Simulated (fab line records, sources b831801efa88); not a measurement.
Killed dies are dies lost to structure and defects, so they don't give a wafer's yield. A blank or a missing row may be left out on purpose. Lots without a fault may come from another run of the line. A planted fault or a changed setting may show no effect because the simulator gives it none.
Which tool did it? | flow sky130 | 24 lots, 72 wafers sampled, at 6 steps of a route of 708

WHAT THE GAUGES READ, wafer by wafer
The record holds no reading of a measuring or inspecting step that can be judged against a usual standard deviation.

WHICH TOOL RAN EACH LOT (tool, then ch and the chambers of the sampled wafers, then the start)
lot  | SKY_VIA1_CMP_24               | SKY_METAL2_SPUTTER_03        | SKY_METAL3_SPUTTER_00        | SKY_METAL4_METAL_ETCH_18          | SKY_VIA4_CMP_21               | SKY_METAL5_SPUTTER_03
L074 | cmp-02 ch 0,1,3, day 33 19:41 | pvd_sputter-02, day 33 20:01 | pvd_sputter-03, day 36 05:28 | rie_metal-03 ch 0,1, day 41 18:50 | cmp-02 ch 1,2,3, day 42 19:41 | pvd_sputter-02, day 42 20:05
L077 | cmp-02 ch 1,2,3, day 34 09:02 | pvd_sputter-03, day 34 09:24 | pvd_sputter-03, day 36 18:59 | rie_metal-01 ch 0,1, day 42 06:25 | cmp-02 ch 0,1,2, day 43 06:55 | pvd_sputter-03, day 43 07:19
L075 | cmp-02 ch 0,2,3, day 34 11:58 | pvd_sputter-03, day 34 12:14 | pvd_sputter-01, day 36 20:40 | rie_metal-03 ch 0,1, day 42 06:59 | cmp-02 ch 0,1,2, day 43 07:44 | pvd_sputter-04, day 43 08:02
L076 | cmp-02 ch 1,2,3, day 34 15:42 | pvd_sputter-03, day 34 15:58 | pvd_sputter-04, day 37 00:40 | rie_metal-01 ch 0,1, day 42 12:01 | cmp-02 ch 0,1,2, day 43 13:25 | pvd_sputter-03, day 43 13:42
L078 | cmp-02 ch 0,1, day 34 20:25   | pvd_sputter-03, day 34 20:47 | pvd_sputter-03, day 37 05:37 | rie_metal-04 ch 0,1, day 42 16:49 | cmp-01 ch 1,3, day 43 17:26   | pvd_sputter-02, day 43 17:50
L079 | cmp-02 ch 0,2,3, day 34 23:29 | pvd_sputter-03, day 34 23:52 | pvd_sputter-03, day 37 08:35 | rie_metal-03 ch 0,1, day 43 02:19 | cmp-01 ch 0,1,2, day 44 03:36 | pvd_sputter-03, day 44 04:00
L080 | cmp-02 ch 0,1,2, day 35 16:50 | pvd_sputter-02, day 35 17:13 | pvd_sputter-03, day 38 02:32 | rie_metal-03 ch 0,1, day 43 09:46 | cmp-02 ch 1,2,3, day 44 10:37 | pvd_sputter-03, day 44 10:58
L081 | cmp-02 ch 0,1,2, day 36 07:27 | pvd_sputter-03, day 36 07:46 | pvd_sputter-04, day 38 16:23 | rie_metal-03 ch 0,1, day 43 21:41 | cmp-02 ch 0,2,3, day 44 21:16 | pvd_sputter-03, day 44 21:40
L082 | cmp-02 ch 0,2, day 36 09:25   | pvd_sputter-02, day 36 09:45 | pvd_sputter-04, day 38 18:53 | rie_metal-04 ch 0, day 43 23:47   | cmp-01 ch 1,3, day 45 00:23   | pvd_sputter-04, day 45 00:44
L083 | cmp-02 ch 0,2,3, day 36 16:49 | pvd_sputter-04, day 36 17:06 | pvd_sputter-01, day 39 01:50 | rie_metal-03 ch 0,1, day 44 05:03 | cmp-01 ch 0,1,3, day 45 04:41 | pvd_sputter-03, day 45 05:05
L084 | cmp-02 ch 1,3, day 37 04:17   | pvd_sputter-04, day 37 04:37 | pvd_sputter-03, day 39 13:58 | rie_metal-03 ch 1, day 44 17:04   | cmp-01 ch 1,2, day 45 16:41   | pvd_sputter-04, day 45 17:05
L085 | cmp-01 ch 1,2,3, day 38 01:47 | pvd_sputter-04, day 38 02:00 | pvd_sputter-01, day 40 09:19 | rie_metal-04 ch 0,1, day 45 07:25 | cmp-01 ch 1,2,3, day 46 05:57 | pvd_sputter-04, day 46 06:15
L086 | cmp-01 ch 0,1,2, day 38 05:59 | pvd_sputter-02, day 38 06:22 | pvd_sputter-01, day 40 13:22 | rie_metal-03 ch 0,1, day 45 12:40 | cmp-01 ch 0,2,3, day 46 11:58 | pvd_sputter-02, day 46 12:22
L087 | cmp-01 ch 1,2,3, day 38 06:40 | pvd_sputter-03, day 38 07:02 | pvd_sputter-03, day 40 14:13 | rie_metal-01 ch 0,1, day 45 13:01 | cmp-01 ch 1,2,3, day 46 12:40 | pvd_sputter-04, day 46 13:04
L088 | cmp-02 ch 1,2, day 38 11:22   | pvd_sputter-02, day 38 11:44 | pvd_sputter-03, day 40 18:11 | rie_metal-01 ch 0,1, day 45 17:29 | cmp-01 ch 0,2,3, day 46 16:03 | pvd_sputter-03, day 46 16:24
L089 | cmp-01 ch 0,1,2, day 38 16:50 | pvd_sputter-03, day 38 17:06 | pvd_sputter-03, day 40 22:11 | rie_metal-03 ch 0, day 45 19:34   | cmp-02 ch 0,2,3, day 46 18:45 | pvd_sputter-03, day 46 19:06
L090 | cmp-02 ch 1,2, day 39 04:29   | pvd_sputter-02, day 39 04:51 | pvd_sputter-01, day 41 08:10 | rie_metal-01 ch 0,1, day 46 03:31 | cmp-02 ch 0,1,3, day 47 01:37 | pvd_sputter-02, day 47 01:58
L091 | cmp-02 ch 0,2,3, day 39 07:19 | pvd_sputter-02, day 39 07:41 | pvd_sputter-01, day 41 11:23 | rie_metal-03 ch 0, day 46 07:40   | cmp-02 ch 0,1,3, day 47 05:37 | pvd_sputter-03, day 47 05:58
L092 | cmp-02 ch 0,2, day 39 10:55   | pvd_sputter-04, day 39 11:17 | pvd_sputter-01, day 41 15:41 | rie_metal-04 ch 0,1, day 46 11:31 | cmp-01 ch 1,3, day 47 09:47   | pvd_sputter-04, day 47 10:11
L093 | cmp-02 ch 1,2,3, day 39 19:05 | pvd_sputter-04, day 39 19:25 | pvd_sputter-01, day 41 22:38 | rie_metal-01 ch 0,1, day 46 17:34 | cmp-02 ch 0,2,3, day 47 15:07 | pvd_sputter-02, day 47 15:25
L094 | cmp-01 ch 1,2,3, day 40 12:08 | pvd_sputter-04, day 40 12:25 | pvd_sputter-01, day 42 14:41 | rie_metal-04 ch 0,1, day 47 07:29 | cmp-01 ch 0,1,2, day 48 05:12 | pvd_sputter-02, day 48 05:27
L095 | cmp-02 ch 1,2,3, day 40 12:55 | pvd_sputter-04, day 40 13:11 | pvd_sputter-04, day 42 15:52 | rie_metal-01 ch 0,1, day 47 09:10 | cmp-02 ch 2,3, day 48 06:26   | pvd_sputter-03, day 48 06:50
L096 | cmp-01 ch 0,1,2, day 40 19:23 | pvd_sputter-04, day 40 19:43 | pvd_sputter-01, day 42 22:06 | rie_metal-03 ch 0,1, day 47 14:04 | cmp-01 ch 0,2,3, day 48 10:48 | pvd_sputter-02, day 48 11:09
L097 | cmp-02 ch 0,1, day 41 07:11   | pvd_sputter-03, day 41 07:33 | pvd_sputter-04, day 43 09:26 | rie_metal-01 ch 0,1, day 47 22:35 | cmp-02 ch 0,2,3, day 48 19:45 | pvd_sputter-04, day 48 20:03
- SKY_VIA1_CMP_24: polishes, stops on SiO2, t overpolish 15 s, target thk 0 nm.
- SKY_METAL2_SPUTTER_03: material Ti, target thk 5 nm, time 3.3 s.
- SKY_METAL3_SPUTTER_00: material Ti, target thk 15 nm, time 10 s.
- SKY_METAL4_METAL_ETCH_18: etches the open film in Cl2/BCl3, stops on SiO2, target depth 845 nm, time 183.1 s.
- SKY_VIA4_CMP_21: polishes, stops on SiO2, t overpolish 25 s, target thk 0 nm.
- SKY_METAL5_SPUTTER_03: material Ti, target thk 5 nm, time 3.3 s.

WHAT THE TOOLS THEMSELVES READ (means of the sampled wafers that have a number; where no wafer has one, the mark that the record gives instead)
SKY_VIA1_CMP_24.
lot  | tool   | head_pressure_psi (psi) | motor_current_A (A) | overpolish_run_s (s) | platen_rpm (rpm) | time_to_endpoint_s (s)
L074 | cmp-02 | 3.500                   | 11.4                | 14.997               | 60.01            | 63
L077 | cmp-02 | 3.501                   | 11.2                | 15.001               | 60.00            | 63
L075 | cmp-02 | 3.495                   | 10.7                | 15.000               | 59.97            | 62
L076 | cmp-02 | 3.494                   | 11.6                | 14.995               | 60.00            | 66
L078 | cmp-02 | 3.509                   | 11.2                | 15.003               | 60.02            | 66
L079 | cmp-02 | 3.492                   | 10.8                | 15.001               | 60.00            | 67
L080 | cmp-02 | 3.500                   | 10.9                | 14.990               | 60.00            | 62
L081 | cmp-02 | 3.507                   | 10.7                | 15.003               | 60.01            | 60
L082 | cmp-02 | 3.504                   | 10.5                | 15.007               | 60.04            | 58
L083 | cmp-02 | 3.502                   | 10.8                | 14.994               | 59.99            | 63
L084 | cmp-02 | 3.503                   | 11.7                | 15.009               | 59.98            | 62
L085 | cmp-01 | 3.498                   | 11.3                | 14.999               | 59.98            | 60
L086 | cmp-01 | 3.499                   | 11.3                | 15.001               | 59.97            | 63
L087 | cmp-01 | 3.501                   | 11.7                | 15.005               | 60.01            | 61
L088 | cmp-02 | 3.503                   | 11.1                | 15.002               | 59.99            | 60
L089 | cmp-01 | 3.500                   | 11.0                | 14.999               | 60.01            | 60
L090 | cmp-02 | 3.506                   | 11.5                | 15.001               | 59.98            | 60
L091 | cmp-02 | 3.503                   | 11.1                | 15.005               | 60.01            | 59
L092 | cmp-02 | 3.503                   | 10.5                | 15.002               | 60.00            | 61
L093 | cmp-02 | 3.500                   | 11.6                | 15.003               | 59.98            | 60
L094 | cmp-01 | 3.494                   | 12.1                | 15.000               | 59.98            | 59
L095 | cmp-02 | 3.502                   | 11.5                | 15.000               | 59.99            | 61
L096 | cmp-01 | 3.493                   | 11.2                | 14.997               | 60.03            | 65
L097 | cmp-02 | 3.505                   | 10.3                | 14.992               | 59.97            | 63

SKY_METAL2_SPUTTER_03.
lot  | tool           | throttle_valve_pct (%)
L074 | pvd_sputter-02 | 31.0
L077 | pvd_sputter-03 | 28.6
L075 | pvd_sputter-03 | 28.9
L076 | pvd_sputter-03 | 28.8
L078 | pvd_sputter-03 | 28.8
L079 | pvd_sputter-03 | 28.8
L080 | pvd_sputter-02 | 31.1
L081 | pvd_sputter-03 | 28.7
L082 | pvd_sputter-02 | 30.8
L083 | pvd_sputter-04 | 29.2
L084 | pvd_sputter-04 | 29.4
L085 | pvd_sputter-04 | 29.5
L086 | pvd_sputter-02 | 30.5
L087 | pvd_sputter-03 | 28.8
L088 | pvd_sputter-02 | 31.0
L089 | pvd_sputter-03 | 28.7
L090 | pvd_sputter-02 | 30.8
L091 | pvd_sputter-02 | 30.3
L092 | pvd_sputter-04 | 28.8
L093 | pvd_sputter-04 | 29.4
L094 | pvd_sputter-04 | 29.4
L095 | pvd_sputter-04 | 29.3
L096 | pvd_sputter-04 | 29.1
L097 | pvd_sputter-03 | 28.8

SKY_METAL3_SPUTTER_00.
lot  | tool           | throttle_valve_pct (%)
L074 | pvd_sputter-03 | 28.8
L077 | pvd_sputter-03 | 28.7
L075 | pvd_sputter-01 | 29.4
L076 | pvd_sputter-04 | 29.1
L078 | pvd_sputter-03 | 28.7
L079 | pvd_sputter-03 | 28.7
L080 | pvd_sputter-03 | 28.8
L081 | pvd_sputter-04 | 29.5
L082 | pvd_sputter-04 | 29.5
L083 | pvd_sputter-01 | 29.6
L084 | pvd_sputter-03 | 28.8
L085 | pvd_sputter-01 | 29.7
L086 | pvd_sputter-01 | 30.0
L087 | pvd_sputter-03 | 28.9
L088 | pvd_sputter-03 | 28.7
L089 | pvd_sputter-03 | 28.8
L090 | pvd_sputter-01 | 29.5
L091 | pvd_sputter-01 | 29.3
L092 | pvd_sputter-01 | 29.6
L093 | pvd_sputter-01 | 29.6
L094 | pvd_sputter-01 | 29.8
L095 | pvd_sputter-04 | 29.0
L096 | pvd_sputter-01 | 29.5
L097 | pvd_sputter-04 | 29.6

SKY_METAL4_METAL_ETCH_18.
lot  | tool         | bias_w (W) | drypump_motor_current_A (A) | oes_product_au (a.u.) | throttle_valve_pct (%)
L074 | rie_metal-03 | 48.62      | 6.1                         | 0.863                 | 22.272
L077 | rie_metal-01 | 48.51      | 5.8                         | 0.866                 | 22.256
L075 | rie_metal-03 | 48.49      | 6.1                         | 0.869                 | 22.262
L076 | rie_metal-01 | 48.60      | 5.8                         | 0.871                 | 22.265
L078 | rie_metal-04 | 48.24      | 5.1                         | 0.866                 | 22.266
L079 | rie_metal-03 | 48.55      | 5.9                         | 0.874                 | 22.267
L080 | rie_metal-03 | 48.53      | 6.1                         | 0.865                 | 22.260
L081 | rie_metal-03 | 48.43      | 5.9                         | 0.870                 | 22.269
L082 | rie_metal-04 | 48.47      | 5.1                         | 0.870                 | 22.258
L083 | rie_metal-03 | 48.48      | 5.9                         | 0.857                 | 22.272
L084 | rie_metal-03 | 48.46      | 6.3                         | 0.864                 | 22.267
L085 | rie_metal-04 | 48.40      | 5.1                         | 0.869                 | 22.269
L086 | rie_metal-03 | 48.47      | 5.9                         | 0.862                 | 22.264
L087 | rie_metal-01 | 48.53      | 5.6                         | 0.867                 | 22.253
L088 | rie_metal-01 | 48.42      | 5.8                         | 0.867                 | 22.263
L089 | rie_metal-03 | 48.58      | 5.7                         | 0.860                 | 22.268
L090 | rie_metal-01 | 48.61      | 5.8                         | 0.864                 | 22.264
L091 | rie_metal-03 | 48.41      | 5.7                         | 0.863                 | 22.275
L092 | rie_metal-04 | 48.51      | 5.1                         | 0.866                 | 22.260
L093 | rie_metal-01 | 48.43      | 5.8                         | 0.864                 | 22.256
L094 | rie_metal-04 | 48.61      | 5.1                         | 0.864                 | 22.262
L095 | rie_metal-01 | 48.55      | 5.6                         | 0.862                 | 22.259
L096 | rie_metal-03 | 48.41      | 6.1                         | 0.863                 | 22.270
L097 | rie_metal-01 | 48.41      | 5.7                         | 0.863                 | 22.259

SKY_VIA4_CMP_21.
lot  | tool   | head_pressure_psi (psi) | motor_current_A (A) | overpolish_run_s (s) | platen_rpm (rpm) | time_to_endpoint_s (s)
L074 | cmp-02 | 3.497                   | 11.3                | 24.997               | 59.97            | 121
L077 | cmp-02 | 3.498                   | 10.6                | 24.999               | 60.03            | 120
L075 | cmp-02 | 3.507                   | 11.2                | 25.005               | 60.04            | 117
L076 | cmp-02 | 3.500                   | 10.9                | 25.001               | 59.99            | 117
L078 | cmp-01 | 3.498                   | 11.7                | 24.994               | 60.03            | 111
L079 | cmp-01 | 3.502                   | 11.2                | 24.999               | 60.00            | 118
L080 | cmp-02 | 3.490                   | 11.7                | 25.002               | 60.01            | 123
L081 | cmp-02 | 3.506                   | 10.9                | 24.996               | 60.03            | 117
L082 | cmp-01 | 3.504                   | 11.6                | 24.991               | 59.97            | 108
L083 | cmp-01 | 3.500                   | 11.2                | 25.000               | 59.98            | 113
L084 | cmp-01 | 3.499                   | 12.0                | 24.999               | 59.99            | 112
L085 | cmp-01 | 3.499                   | 12.0                | 25.001               | 60.01            | 117
L086 | cmp-01 | 3.502                   | 11.1                | 25.000               | 59.96            | 119
L087 | cmp-01 | 3.506                   | 12.1                | 24.998               | 59.98            | 115
L088 | cmp-01 | 3.496                   | 11.0                | 25.004               | 60.03            | 122
L089 | cmp-02 | 3.496                   | 10.7                | 24.998               | 59.97            | 116
L090 | cmp-02 | 3.511                   | 11.2                | 24.999               | 59.98            | 120
L091 | cmp-02 | 3.497                   | 11.4                | 24.998               | 60.02            | 120
L092 | cmp-01 | 3.509                   | 11.5                | 24.993               | 59.98            | 117
L093 | cmp-02 | 3.502                   | 10.7                | 24.996               | 60.02            | 119
L094 | cmp-01 | 3.502                   | 11.4                | 25.001               | 60.00            | 125
L095 | cmp-02 | 3.497                   | 10.9                | 25.004               | 59.97            | 114
L096 | cmp-01 | 3.498                   | 11.2                | 24.996               | 60.00            | 118
L097 | cmp-02 | 3.498                   | 10.6                | 25.000               | 60.00            | 112

SKY_METAL5_SPUTTER_03.
lot  | tool           | throttle_valve_pct (%)
L074 | pvd_sputter-02 | 30.6
L077 | pvd_sputter-03 | 28.8
L075 | pvd_sputter-04 | 29.6
L076 | pvd_sputter-03 | 28.7
L078 | pvd_sputter-02 | 30.4
L079 | pvd_sputter-03 | 28.7
L080 | pvd_sputter-03 | 28.5
L081 | pvd_sputter-03 | 28.9
L082 | pvd_sputter-04 | 29.4
L083 | pvd_sputter-03 | 29.0
L084 | pvd_sputter-04 | 29.9
L085 | pvd_sputter-04 | 29.5
L086 | pvd_sputter-02 | 30.5
L087 | pvd_sputter-04 | 29.7
L088 | pvd_sputter-03 | 28.8
L089 | pvd_sputter-03 | 28.8
L090 | pvd_sputter-02 | 29.8
L091 | pvd_sputter-03 | 28.7
L092 | pvd_sputter-04 | 29.5
L093 | pvd_sputter-02 | 30.3
L094 | pvd_sputter-02 | 30.2
L095 | pvd_sputter-03 | 28.7
L096 | pvd_sputter-02 | 30.9
L097 | pvd_sputter-04 | 29.5

THE ANSWER, worked out from the rows above alone
Rule: what is usual is taken from the lots themselves. Put in order of their means at a reading, lots are off if they are a third of the lots or fewer, leave a main group of 4 or more, and stand apart from it by a gap of 3 or more times the standard deviation of the main group's means; of several such gaps the widest counts. A main group whose means are all the same, to the digits that the tables above print for the reading, isn't used. A lot without any number at a reading at which 4 lots or more have one is off too. The other lots that the step has rows for count as sound. The gauges are gone through in route order, then the tools' own readings, and for those a lot's mean is taken as printed above. The first step at which some lot is off is used, and at that step the reading that is off furthest; a lot without a number counts as furthest.
No lot is off at any reading shown: from this, nothing can be told.

WHAT THE SIMULATOR HAD PUT IN
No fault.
